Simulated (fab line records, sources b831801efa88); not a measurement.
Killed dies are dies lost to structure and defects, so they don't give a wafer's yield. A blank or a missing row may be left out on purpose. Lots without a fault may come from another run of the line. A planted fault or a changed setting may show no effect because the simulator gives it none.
Which tool did it? | flow sky130 | 10 lots, 29 wafers sampled, at 4 steps of a route of 708

WHAT THE GAUGES READ, wafer by wafer
SKY_CAP2M_RS_MEAS_03: measures by four-point-probe.
lot  | measured     | on            | CAP2M_TIN_RS (ohm/sq)
L891 | day 39 17:38 | film_metro-04 | 6.97 7.01 6.96
L892 | day 39 21:31 | film_metro-02 | 6.90 6.94 6.89
L893 | day 40 05:01 | film_metro-04 | 6.91 6.95 6.89
L894 | day 41 03:04 | film_metro-02 | 6.88 6.90 6.96
L896 | day 41 08:19 | film_metro-02 | 6.91 6.92 6.87
L897 | day 41 13:25 | film_metro-02 | 6.84 6.83 6.91
L901 | day 42 14:20 | film_metro-02 | 6.93 6.95 6.99
L902 | day 42 23:01 | film_metro-02 | 7.05 6.97 7.03
L910 | day 45 09:24 | film_metro-02 | 6.95 7.60
L914 | day 46 03:55 | film_metro-02 | 6.94 6.97 6.86

WHICH TOOL RAN EACH LOT (tool, then ch and the chambers of the sampled wafers, then the start)
lot  | SKY_METAL3_STRIP_19                  | SKY_VIA3_CMP_02               | SKY_CAP2M_SPUTTER_02
L891 | plasma_asher-01 ch 0,1, day 38 13:53 | cmp-01 ch 0,1,2, day 38 14:43 | pvd_sputter-03, day 39 17:32
L892 | plasma_asher-01 ch 0, day 38 17:26   | cmp-02 ch 0,2, day 38 18:20   | pvd_sputter-03, day 39 21:23
L893 | plasma_asher-02 ch 0,1, day 39 01:25 | cmp-02 ch 0,1,2, day 39 02:23 | pvd_sputter-04, day 40 04:55
L894 | plasma_asher-01 ch 0,1, day 39 23:01 | cmp-01 ch 2,3, day 39 23:48   | pvd_sputter-03, day 41 02:55
L896 | plasma_asher-03 ch 0,1, day 40 04:46 | cmp-02 ch 1,2, day 40 05:36   | pvd_sputter-03, day 41 08:12
L897 | plasma_asher-03 ch 0,1, day 40 09:25 | cmp-02 ch 0,2,3, day 40 10:18 | pvd_sputter-04, day 41 13:16
L901 | plasma_asher-02 ch 0,1, day 41 12:31 | cmp-02 ch 1,3, day 41 13:20   | pvd_sputter-03, day 42 14:14
L902 | plasma_asher-01 ch 0, day 41 20:42   | cmp-01 ch 0,3, day 41 21:35   | pvd_sputter-04, day 42 22:53
L910 | plasma_asher-02 ch 0,1, day 44 08:21 | cmp-02 ch 0, day 44 09:19     | pvd_sputter-04, day 45 09:17
L914 | plasma_asher-01 ch 0,1, day 45 03:56 | cmp-01 ch 0,3, day 45 04:45   | pvd_sputter-01, day 46 03:48
- SKY_METAL3_STRIP_19: strips in O2/N2.
- SKY_VIA3_CMP_02: polishes SiO2.
- SKY_CAP2M_SPUTTER_02: material TiN, target thk 200 nm, time 166.7 s.

THE ANSWER, worked out from the rows above alone
Rule: what is usual is taken from the lots themselves. Put in order of their means at a reading, lots are off if they are a third of the lots or fewer, leave a main group of 4 or more, and stand apart from it by a gap of 3 or more times the standard deviation of the main group's means; of several such gaps the widest counts. A main group whose means are all the same, to the digits that the tables above print for the reading, isn't used. A lot without any number at a reading at which 4 lots or more have one is off too. The other lots that the step has rows for count as sound.
Off: L910, at SKY_CAP2M_RS_MEAS_03 (CAP2M_TIN_RS). The main group: mean 6.93 ohm/sq, standard deviation 0.044.
A tool fits if, at a process step before that reading, it ran every lot that is off, and no sound lot after the first of them. The gauges at SKY_CAP2M_RS_MEAS_03 are tried like those tools. Can't be told from this: 3 tools fit, plasma_asher-02 at SKY_METAL3_STRIP_19, cmp-02 at SKY_VIA3_CMP_02, pvd_sputter-04 at SKY_CAP2M_SPUTTER_02.

WHAT THE SIMULATOR HAD PUT IN
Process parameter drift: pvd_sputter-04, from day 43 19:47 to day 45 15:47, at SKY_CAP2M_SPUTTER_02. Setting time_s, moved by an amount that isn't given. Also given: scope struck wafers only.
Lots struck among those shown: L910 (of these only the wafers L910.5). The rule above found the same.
